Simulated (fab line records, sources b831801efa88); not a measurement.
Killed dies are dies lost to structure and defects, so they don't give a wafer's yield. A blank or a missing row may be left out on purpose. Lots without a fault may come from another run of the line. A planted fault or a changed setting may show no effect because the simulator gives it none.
fab line records | flow sky130
record lots=12 wafers=36 last_day=50
route steps=708 shown CONTACT@423 VIA1@460 PAD_OPEN@708
lots that met no fault: from a run of the same line without faults
start_h: hours from the record's first day to the start of the lot's first wafer shown | wait_h: hours since the lot's step before | " the same as in the row above | L1.1+2: a row that stands for several wafers | - no value, or no start given | * or withheld: withheld | < > ~ a bound
route shown NAME@n: a module of which the file shows steps, and the number in the route of the first | usual: mean/standard deviation of fault-free wafers | same: alike in all rows | chamber/n: place in a boat | sites: the reading at each site | _std_site: their standard deviation | _edge_site: outer sites' mean less inner sites' | radius_mm: how far each site lies from the wafer's centre | mask NAME#n: copy n | behind: the tool/chamber that last shaped the wafer | hold: why the lot was held/for how many hours/how that ended | device: the transistor (n, p or np) that didn't switch | end of line: the same wafers' tests at the end of the route | a step without rows: its recipe alone | killed: dies lost to structure and defects at the first sort, not the wafer's yield | map: a wafer's dies, x killed, . not, _ none there
set.NAME: the setting as run; set.NAME@STEP: as run at that earlier step | model.NAME: the simulator's own value behind a step, which no gauge read
steps of the route over a sample of lots; a table a step, a row a wafer
services: from which hour (start_h, from the record's first day; less than 0 if before it) a tool's chamber was out of use, for how many hours, and why
## steps
# step SKY_CONTACT_ETCH_17
# recipe target=SiO2 chemistry=C4F8/O2/Ar stop_on=Si3N4 mask_material=KrF-thick source_w=1500 bias_w=1200 pressure_mtorr=40 c4f8_flow_sccm=withheld O2_flow_sccm=6 Ar_flow_sccm=300 time_s=withheld target_depth_a=3400
# usual bias_w=1200/3.4 oes_product_au=0.892/0.0046 rf_fwd_power_W=1489/5.5
# columns lot.wafer tool chamber start_h wait_h bias_w oes_product_au rf_fwd_power_W
L462.1 rie_diel-02 0 734.67 0.0 1202 0.895 1485
L462.4 " 3 " " 1198 0.897 1488
L462.6 " 3 " " 1195 0.901 1498
L464.3 rie_diel-04 0 758.57 0.0 1194 0.892 1481
L464.4 " 1 " " 1200 0.888 1496
L464.5 " 2 " " 1202 0.880 1477
L466.2 rie_diel-03 3 768.28 0.0 1202 0.882 1488
L466.3 " 1 " " 1206 0.885 1488
L466.4 " 2 " " 1200 0.894 1492
L468.3 rie_diel-02 2 783.97 0.0 1202 0.896 1493
L468.5 " 3 " " 1200 0.892 1485
L468.6 " 2 " " 1203 0.891 1495
L470.2 rie_diel-04 2 792.02 0.0 1201 0.895 1483
L470.4 " 3 " " 1205 0.895 1492
L470.5 " 0 " " 1202 0.889 1486
L474.1 rie_diel-03 1 821.52 0.0 1201 0.892 1497
L474.3 " 0 " " 1201 0.889 1482
L474.4 " 2 " " 1198 0.893 1493
L478.3 rie_diel-04 3 860.62 0.0 1197 0.899 1487
L478.4 " 0 " " 1206 0.900 1491
L478.5 " 3 " " 1203 0.894 1484
L479.3 rie_diel-03 3 863.48 0.0 1199 0.890 1491
L479.4 " 0 " " 1198 0.900 1487
L479.6 " 1 " " 1200 0.895 1488
L480.2 rie_diel-02 0 869.27 0.0 1194 0.893 1485
L480.3 " 1 " " 1205 0.891 1492
L480.4 " 3 " " 1195 0.894 1492
L481.1 rie_diel-04 2 874.33 0.0 1208 0.889 1481
L481.3 " 3 " " 1201 0.894 1481
L481.4 " 0 " " 1194 0.890 1495
L482.1 rie_diel-04 2 884.92 0.0 1196 0.887 1484
L482.2 " 3 " " 1200 0.896 1489
L482.4 " 0 " " 1197 0.882 1487
L485.2 rie_diel-04 1 906.87 0.0 1194 0.896 1488
L485.4 " 3 " " 1196 0.891 1492
L485.5 " 0 " " 1196 0.890 1494
# step SKY_CONTACT_SPUTTER_23
# recipe material=TiN target_thk_nm=20 chamber_pressure_pa=5 power_w=4000 time_s=80
# usual throttle_valve_pct=30.2/1.4
# columns lot.wafer tool chamber start_h wait_h throttle_valve_pct
L462.1 pvd_sputter-04 - 735.35 0.0 29.6
L462.4 " - " " 29.7
L462.6 " - " " 29.8
L464.3 pvd_sputter-04 - 759.27 0.0 29.8
L464.4 " - " " 32.3
L464.5 " - " " 32.2
L466.2 pvd_sputter-04 - 769.04 0.0 32.4
L466.3 " - " " 29.7
L466.4 " - " " 28.7
L468.3 pvd_sputter-04 - 784.65 0.0 29.6
L468.5 " - " " 32.4
L468.6 " - " " 28.9
L470.2 pvd_sputter-04 - 792.70 0.0 29.7
L470.4 " - " " 29.7
L470.5 " - " " 32.2
L474.1 pvd_sputter-04 - 822.20 0.0 32.3
L474.3 " - " " 29.7
L474.4 " - " " 29.9
L478.3 pvd_sputter-01 - 861.31 0.0 30.3
L478.4 " - " " 32.4
L478.5 " - " " 28.4
L479.3 pvd_sputter-04 - 864.21 0.0 29.6
L479.4 " - " " 31.9
L479.6 " - " " 32.2
L480.2 pvd_sputter-04 - 869.95 0.0 29.5
L480.3 " - " " 28.4
L480.4 " - " " 32.5
L481.1 pvd_sputter-01 - 875.02 0.0 28.5
L481.3 " - " " 31.1
L481.4 " - " " 32.4
L482.1 pvd_sputter-01 - 885.61 0.0 30.1
L482.2 " - " " 31.2
L482.4 " - " " 32.5
L485.2 pvd_sputter-04 - 907.55 0.0 29.8
L485.4 " - " " 32.3
L485.5 " - " " 32.3
# step SKY_VIA1_CMP_02
# recipe material=SiO2 down_force_psi=4 platen_rpm=60 pad_velocity_m_s=0.94248
# usual motor_current_A=12.5/1.5
# columns lot.wafer tool chamber start_h wait_h motor_current_A
L462.4 cmp-02 3 765.06 0.0 14.5
L462.1 " 0 " " 13.3
L462.6 " 0 " " 13.5
L464.4 cmp-02 0 787.46 0.0 13.4
L464.3 " 3 " " 14.9
L464.5 " 1 " " 11.8
L466.2 cmp-01 0 797.40 0.0 12.5
L466.4 " 1 " " 11.5
L466.3 " 2 " " 10.8
L468.3 cmp-01 2 814.10 0.1 10.4
L468.6 " 0 " " 11.4
L468.5 " 1 " " 12.0
L470.4 cmp-02 1 822.97 0.1 11.5
L470.2 " 2 " " 12.5
L470.5 " 1 " " 11.6
L474.4 cmp-02 1 849.98 0.0 12.0
L474.1 " 2 " " 13.2
L474.3 " 3 " " 15.9
L478.3 cmp-01 1 889.56 0.1 12.3
L478.4 " 3 " " 10.8
L478.5 " 1 " " 12.5
L479.3 cmp-02 2 892.74 0.1 12.5
L479.4 " 3 " " 16.1
L479.6 " 1 " " 11.8
L480.4 cmp-01 3 897.55 0.0 10.2
L480.2 " 0 " " 12.2
L480.3 " 1 " " 11.6
L481.1 cmp-02 3 902.21 0.1 16.1
L481.3 " 1 " " 11.5
L481.4 " 2 " " 13.0
L482.2 cmp-01 3 913.18 0.0 10.6
L482.1 " 0 " " 11.6
L482.4 " 2 " " 11.2
L485.4 cmp-02 3 934.31 0.1 15.4
L485.2 " 1 " " 12.3
L485.5 " 3 " " 15.8
# step SKY_VIA1_DEVELOP_11
# recipe develop_time_s=60 resist=KrF-thick dev_temp_c=21
# columns lot.wafer tool chamber start_h wait_h
L462.1+4+6 litho_track-01 0 790 -
L464.3+4+5 litho_track-01 0 814 -
L466.2+3+4 litho_track-04 0 823 -
L468.3+5+6 litho_track-04 0 840 -
L470.2+4+5 litho_track-01 0 848 -
L474.1+3+4 litho_track-04 0 875 -
L478.3+4+5 litho_track-04 0 915 -
L479.3+4+6 litho_track-01 0 918 -
L480.2+3+4 litho_track-01 0 923 -
L481.1+3+4 litho_track-04 0 927 -
L482.1+2+4 litho_track-04 0 937 -
L485.2+4+5 litho_track-04 0 959 -
# step SKY_VIA1_CD_MEAS_12
# recipe target_cd_nm=150
# usual cd_nm=150.3/1.5
# columns lot.wafer tool chamber start_h wait_h cd_nm
L462.1 cd_sem-02 - 791.09 - 146.9
L462.4 " - " " 148.7
L462.6 " - " " 149.6
L464.3 cd_sem-01 - 814.48 - 150.1
L464.4 " - " " 150.9
L464.5 " - " " 150.6
L466.2 cd_sem-01 - 824.09 - 148.1
L466.3 " - " " 148.1
L466.4 " - " " 149.2
L468.3 cd_sem-02 - 840.71 - 154.3
L468.5 " - " " 150.8
L468.6 " - " " 151.8
L470.2 cd_sem-02 - 848.96 - 149.9
L470.4 " - " " 152.2
L470.5 " - " " 151.9
L474.1 cd_sem-01 - 876.07 - 150.8
L474.3 " - " " 150.9
L474.4 " - " " 151.1
L478.3 cd_sem-02 - 915.46 - 151.3
L478.4 " - " " 152.3
L478.5 " - " " 151.1
L479.3 cd_sem-01 - 918.53 - 154.5
L479.4 " - " " 155.1
L479.6 " - " " 155.4
L480.2 cd_sem-02 - 923.31 - 155.1
L480.3 " - " " 153.7
L480.4 " - " " 154.1
L481.1 cd_sem-02 - 927.82 - 150.1
L481.3 " - " " 150.8
L481.4 " - " " 150.8
L482.1 cd_sem-01 - 937.82 - 151.1
L482.2 " - " " 149.2
L482.4 " - " " 150.2
L485.2 cd_sem-02 - 959.24 - 151.1
L485.4 " - " " 149.4
L485.5 " - " " 152.3
# step SKY_PAD_OPEN_PROBE_99
# usual defect_limited_yield=81.9/2 killed_at_M0_to_M3=43/6.5 killed_at_M4_up=3.2/1.8 killed_at_contacts=26/5.2 killed_at_front_end=16/4.8 killed_at_other=0.3/0.6 killed_dies=89/9.6 killed_on_rim=17/3.7 killed_open=48/7.1 killed_short=40/6.4 sort_bin_3_pad_short=0.9/0.37 sort_bin_5_function=10.7/1.4 sort_bin_6_memory=6.5/1.2 sort_n_pass=403/9.6 sort_yield_pct=81.9/2
# same gross_dies=492 killed_at_back_side=0 sort_bin_4_leakage[%]=0 sort_bin_8_speed[%]=0
# columns lot.wafer tool chamber start_h wait_h defect_limited_yield[%] killed_at_M0_to_M3 killed_at_M4_up killed_at_contacts killed_at_front_end killed_at_other killed_dies killed_on_rim killed_open killed_short sort_bin_3_pad_short[%] sort_bin_5_function[%] sort_bin_6_memory[%] sort_n_pass sort_yield_pct[%]
L470.2 prober-01 - 1119.29 0.1 82.5 49 3 23 11 0 86 21 62 24 0.8 9.6 7.1 406 82.5
L470.4 prober-01 - 1119.39 0.2 83.7 41 4 22 12 1 80 13 42 38 0.8 8.3 7.1 412 83.7
L470.5 prober-01 - 1119.44 0.2 83.9 45 2 20 12 0 79 20 50 29 0.2 8.7 7.1 413 83.9
L479.3 prober-02 - 1171.90 0.2 83.5 36 4 25 16 0 81 10 42 37 1.4 8.5 6.5 411 83.5
L479.4 prober-02 - 1171.95 0.2 79.9 46 1 31 21 0 99 16 51 48 1.6 10.4 8.1 393 79.9
L479.6 prober-02 - 1172.05 0.2 81.9 40 6 33 10 0 89 19 55 34 0.8 10.4 6.9 403 81.9
L480.3 prober-01 - 1174.85 0.2 81.3 38 4 28 21 1 92 17 52 40 1.2 11.8 5.7 400 81.3
L480.4 prober-01 - 1174.90 0.2 81.5 47 3 25 16 0 91 19 52 39 0.4 11.8 6.3 401 81.5
# killed by level:class
L470.2 LI_CONTACT:geometric_particle:open=13 VIA1:geometric_particle:open=11 VIA3:geometric_particle:open=8 VIA2:geometric_particle:open=7 CONTACT:geometric_particle:open=7 METAL2:geometric_particle:short=6 POLY_GATE:geometric_particle:open=4 METAL1:geometric_particle:open=4
L470.4 VIA1:geometric_particle:open=10 LI_CONTACT:geometric_particle:open=7 CONTACT:geometric_particle:short=7 METAL1:geometric_particle:short=6 VIA3:geometric_particle:open=6 CONTACT:geometric_particle:open=5 VIA2:geometric_particle:open=4 METAL2:geometric_particle:short=4
L470.5 VIA1:geometric_particle:open=11 CONTACT:geometric_particle:open=8 METAL1:geometric_particle:short=7 LI_CONTACT:geometric_particle:open=7 METAL3:geometric_particle:short=7 POLY_GATE:geometric_particle:open=5 VIA3:geometric_particle:open=5 METAL1:geometric_particle:open=3
L479.3 CONTACT:geometric_particle:open=11 VIA1:geometric_particle:open=9 VIA2:geometric_particle:open=8 VIA1:geometric_particle:short=7 CONTACT:geometric_particle:short=7 FIELD_ISO:geometric_particle:short=5 LI_CONTACT:geometric_particle:open=5 SPACER:geometric_particle:short=4
L479.4 VIA3:geometric_particle:open=11 LI_CONTACT:geometric_particle:open=10 CONTACT:geometric_particle:open=10 METAL1:geometric_particle:short=8 VIA1:geometric_particle:open=6 FIELD_ISO:geometric_particle:short=5 LOCAL_INTERCONNECT:geometric_particle:short=5 VIA1:geometric_particle:short=5
L479.6 VIA1:geometric_particle:open=17 CONTACT:geometric_particle:open=12 LI_CONTACT:geometric_particle:open=8 CONTACT:geometric_particle:short=6 VIA1:geometric_particle:short=6 METAL1:geometric_particle:short=5 LOCAL_INTERCONNECT:geometric_particle:short=4 VIA2:geometric_particle:open=4
L480.3 VIA1:geometric_particle:open=13 POLY_GATE:geometric_particle:short=9 CONTACT:geometric_particle:open=9 CONTACT:geometric_particle:short=7 LI_CONTACT:geometric_particle:open=6 POLY_GATE:geometric_particle:open=5 METAL1:geometric_particle:short=4 VIA2:geometric_particle:open=4
L480.4 VIA1:geometric_particle:open=13 CONTACT:geometric_particle:open=12 METAL2:geometric_particle:short=8 VIA3:geometric_particle:open=6 FIELD_ISO:geometric_particle:short=5 POLY_GATE:geometric_particle:short=5 VIA2:geometric_particle:open=5 CONTACT:geometric_particle:short=4
## services
# columns tool chamber start_h hours kind
rie_diel-04 3 712.88 3.7 repair
pvd_sputter-01 - 715.79 1.3 repair
cmp-01 - 739.67 1.3 repair
cmp-01 - 744.00 4.0 pm
rie_diel-03 2 744.21 15.2 repair
cmp-01 - 748.00 - consumable_replace:conditioner
cmp-02 - 754.97 1.1 repair
cmp-02 - 755.76 4.1 repair
rie_diel-02 1 778.83 8.4 repair
rie_diel-03 2 779.88 4.0 repair
rie_diel-03 0 808.15 3.3 repair
rie_diel-04 - 852.17 2.8 pm
rie_diel-03 1 852.93 1.3 repair
pvd_sputter-04 - 857.11 7.0 repair
rie_diel-04 1 857.42 30.1 repair
pvd_sputter-01 - 871.03 0.7 repair
rie_diel-03 0 905.80 64.4 repair
cmp-02 - 912.02 4.0 pm
cmp-02 - 916.02 - consumable_replace:conditioner
cmp-02 - 916.02 - consumable_replace:pad
cmp-02 - 917.17 0.5 repair
rie_diel-02 - 922.94 0.5 repair
pvd_sputter-04 - 938.77 1.9 repair
cmp-02 - 941.99 5.3 pm
## key
first_sign step=SKY_VIA1_CD_MEAS_12 reading=cd_nm direction=up sigmas=2.9 usual=150.3 struck=154.6
effect none on later readings
met_at SKY_VIA1_DEVELOP_11
struck_lots L479,L480
not_acting_at SKY_CONTACT_ETCH_17,SKY_CONTACT_SPUTTER_23,SKY_VIA1_CMP_02
onset_between 848 918
fault kind=process_parameter_drift tool=litho_track-01 chamber=- onset_h=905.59 steps=SKY_VIA1_DEVELOP_11 channel=develop_time_s offset=* shape=step end_h=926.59 acts_in=* stated=*
